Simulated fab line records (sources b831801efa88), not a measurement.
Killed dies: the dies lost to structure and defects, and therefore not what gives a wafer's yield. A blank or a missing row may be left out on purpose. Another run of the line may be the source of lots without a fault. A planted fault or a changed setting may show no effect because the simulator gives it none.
Which of the tools did it?	flow gf180mcu	14 lots with 42 wafers sampled at 2 steps, on a route of 602 steps

== WHAT THE GAUGES READ, wafer by wafer ==
GF_V5_CD_MEAS_14: target cd 260 nm. Usual: cdNm at 260.4 nm, with a standard deviation of 1.2.
lot	measured	on	cdNm (nm)	flag
L558	day 28 03:18	cdSem-02	261.0 260.8 262.0	
L561	day 29 02:50	cdSem-01	257.5 258.2 258.0	
L562	day 29 04:46	cdSem-01	258.1 259.1 259.4	
L563	day 29 12:11	cdSem-02	259.3 259.3 259.6	
L564	day 29 20:51	cdSem-02	258.2 259.2 257.2	
L565	day 30 00:14	cdSem-02	262.1 261.0 260.9	
L566	day 30 11:05	cdSem-01	261.8 261.8 262.3	
L567	day 30 12:34	cdSem-01	263.1 262.5 262.1	
L568	day 30 22:03	cdSem-01	261.5 261.7 260.5	
L572	day 32 00:59	cdSem-02	261.4 261.5 261.7	
L573	day 32 06:37	cdSem-01	282.9 260.6 282.4	OFF
L575	day 33 00:59	cdSem-02	260.4 280.8 281.9	OFF
L578	day 33 10:38	cdSem-02	259.9 260.2 260.3	
L579	day 33 15:22	cdSem-01	261.2 261.4 261.6	

== WHICH TOOL RAN EACH LOT (tool, then ch and the chambers of the sampled wafers, then the start) ==
lot	GF_V5_EXPOSE_11
L558	krfScanner-01 ch 0, day 27 17:37
L561	krfScanner-02 ch 0, day 28 17:22
L562	krfScanner-02 ch 0, day 28 19:29
L563	krfScanner-02 ch 0, day 29 02:41
L564	krfScanner-02 ch 0, day 29 11:20
L565	krfScanner-02 ch 0, day 29 15:05
L566	krfScanner-01 ch 0, day 30 02:04
L567	krfScanner-02 ch 0, day 30 03:16
L568	krfScanner-01 ch 0, day 30 13:27
L572	krfScanner-02 ch 0, day 31 16:33
L573	krfScanner-01 ch 0, day 31 22:25
L575	krfScanner-01 ch 0, day 32 17:05
L578	krfScanner-02 ch 0, day 33 02:25
L579	krfScanner-02 ch 0, day 33 07:34
- GF_V5_EXPOSE_11: exposes mask Via5, target cd 260 nm.

== WHAT THE TOOLS THEMSELVES READ (means of the sampled wafers that have a number; where no wafer has one, the mark that the record gives instead) ==
The record holds no such reading with a usual standard deviation.

== THE ANSWER, worked out from the rows above alone ==
Rule: take the mean of a lot's wafers that have a number; if it is more than 3 standard deviations from the usual mean, the lot is off. A lot without any number at a reading at which 4 lots or more have one is off too. The other lots that the step has rows for count as sound. After the gauges, taken in route order, come the tools' own readings; for these a lot's mean is taken, as printed above. At the first step where some lot is off, the reading lying furthest off is the one used; lots without a number count as furthest.
Off: L573, L575, at GF_V5_CD_MEAS_14 (cdNm).
If a tool, at a process step before that reading, ran all the lots that are off and no sound lot after the first of them, it fits. Gauges at GF_V5_CD_MEAS_14: tried the same way as those tools. One candidate fits, namely krfScanner-01 at GF_V5_EXPOSE_11. Its last sound lot is L568 (day 30 13:27), its first lot that is off L573 (day 31 22:25): a fault that began between those two fits.

== WHAT WAS PUT IN BY THE SIMULATOR ==
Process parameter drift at GF_V5_EXPOSE_11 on krfScanner-01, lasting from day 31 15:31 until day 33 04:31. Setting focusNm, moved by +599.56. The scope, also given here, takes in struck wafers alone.
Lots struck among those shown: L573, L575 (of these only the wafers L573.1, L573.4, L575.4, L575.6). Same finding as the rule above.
